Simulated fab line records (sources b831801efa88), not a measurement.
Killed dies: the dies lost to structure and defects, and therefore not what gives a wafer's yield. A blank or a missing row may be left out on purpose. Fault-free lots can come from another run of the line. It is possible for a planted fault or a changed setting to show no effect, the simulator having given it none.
Struck lot and sound lot, side by side    flow sfq-line    14 steps out of a route of 325
Sound: wafers L227.3, L227.4, L227.6. Wafers L229.1, L229.5, L229.6 were the ones struck. At the end, the cause is stated.
For every step that has rows: the tool of each side, followed by ch and its chambers, followed by its first start. Under that, the readings that differ: sound wafers    struck wafers    difference of the means    sigmas: that difference in standard deviations of wafers without a fault.
alike: readings whose means differ by less than 2 such deviations, and words and numbers that are the same on both sides. not compared: withheld readings, readings that some wafer has no value for, bounds like >300 that may hide the same value, and numbers for which the record gives no deviation and whose values overlap.
The two part at a step that has a row with sigmas, a row that says differs or no value, or rows on one side only. Numbers that have no deviation but don't overlap get no sigmas and don't part them. A reading that every wafer of one side lacks parts them only if that side has two wafers or more.

first, 2 steps without rows for these wafers: SFQ_TRILAYER_R5_LITHO_PEB_139 (peb time 60 s); SFQ_TRILAYER_R5_LITHO_DEVELOP_138 (time 60 s).
SFQ_R5_OVL_MEAS_935:
  sound on overlay-02, day 64 18:20; struck on overlay-02, day 66 08:06
reading      sound      struck  difference  sigmas
R5_OVL (nm)  -5 -12 -8  -4 2 7  +10         +2
SFQ_TRILAYER_R5_BARC_OPEN_METAL_ETCH_177: etches BARC in O2, target depth 125 nm, time 41.7 s.
  sound on rie-metal-02 ch 0, day 64 18:24; struck on rie-metal-04 ch 0,1, day 66 08:08
reading                      sound        struck       difference  sigmas
drypump-motor-current-A (A)  5.1 5.1 5.0  5.8 5.8 6.0  +0.8        +2
  alike: bias-w, oes-product-au
  not compared: rf-hours-counter-h
SFQ_TRILAYER_R5_ETCH_METAL_ETCH_139: etches the open film in Cl2, stops on SiO2, target depth 60 nm, time 40 s.
  sound on rie-metal-02 ch 0, day 64 18:31; struck on rie-metal-04 ch 0,1, day 66 08:12
  alike: bias-w, drypump-motor-current-A, oes-product-au
  not compared: rf-hours-counter-h
SFQ_TRILAYER_R5_STRIP_STRIP_140: strips in O2.
  sound on rie-metal-02 ch 0, day 64 18:59; struck on rie-metal-04 ch 0,1, day 66 08:16
reading                      sound        struck       difference  sigmas
drypump-motor-current-A (A)  5.1 5.1 5.1  5.8 5.8 6.0  +0.8        +2
  alike: oes-product-au
  not compared: rf-hours-counter-h
then, 1 step without rows for these wafers: SFQ_TRILAYER_R5_STRIP_SOLV_CLEAN_141 (cleans in NMP, time 600 s).
SFQ_TRILAYER_A5C_DEP_PECVD_142: deposits SiO2 from SiH4/N2O, time 15.556 s, target thk 70 nm.
  sound on pecvd-02 ch 0,1, day 64 19:58; struck on pecvd-02 ch 1,2, day 66 09:02
  alike: heater-power-w, throttle-valve-pct
then, 4 steps without rows for these wafers: SFQ_TRILAYER_I5_LITHO_COAT_149 (resist thk 62 nm); SFQ_TRILAYER_I5_LITHO_COAT_144 (resist thk 650 nm); SFQ_TRILAYER_I5_LITHO_SOFTBAKE_148; SFQ_TRILAYER_I5_LITHO_EXPOSE_145 (exposes mask I5, target cd 700 nm).
-- the record jumps here: 3 days lie between the struck wafers' starts before and after --
SFQ_TRILAYER_I5_LITHO_PEB_147: peb time 59.16 s.
  sound on litho-track-02 ch 0, day 68 22:30; struck on litho-track-04, day 69 18:41
  no value came back on the struck wafers for chill-plate-temp-C (C), exhaust-pa (Pa), heater-power-total-W (W), peb-time-s (s); on the sound wafers chill-plate-temp-C (C) reads 23.19 23.18 23.01
then, 1 step without rows for these wafers: SFQ_TRILAYER_I5_LITHO_DEVELOP_146 (time 60 s).

== WHERE THEY PART ==
First at SFQ_R5_OVL_MEAS_935; last, within this record, at SFQ_TRILAYER_I5_LITHO_PEB_147.

WHY: whatever the simulator had introduced
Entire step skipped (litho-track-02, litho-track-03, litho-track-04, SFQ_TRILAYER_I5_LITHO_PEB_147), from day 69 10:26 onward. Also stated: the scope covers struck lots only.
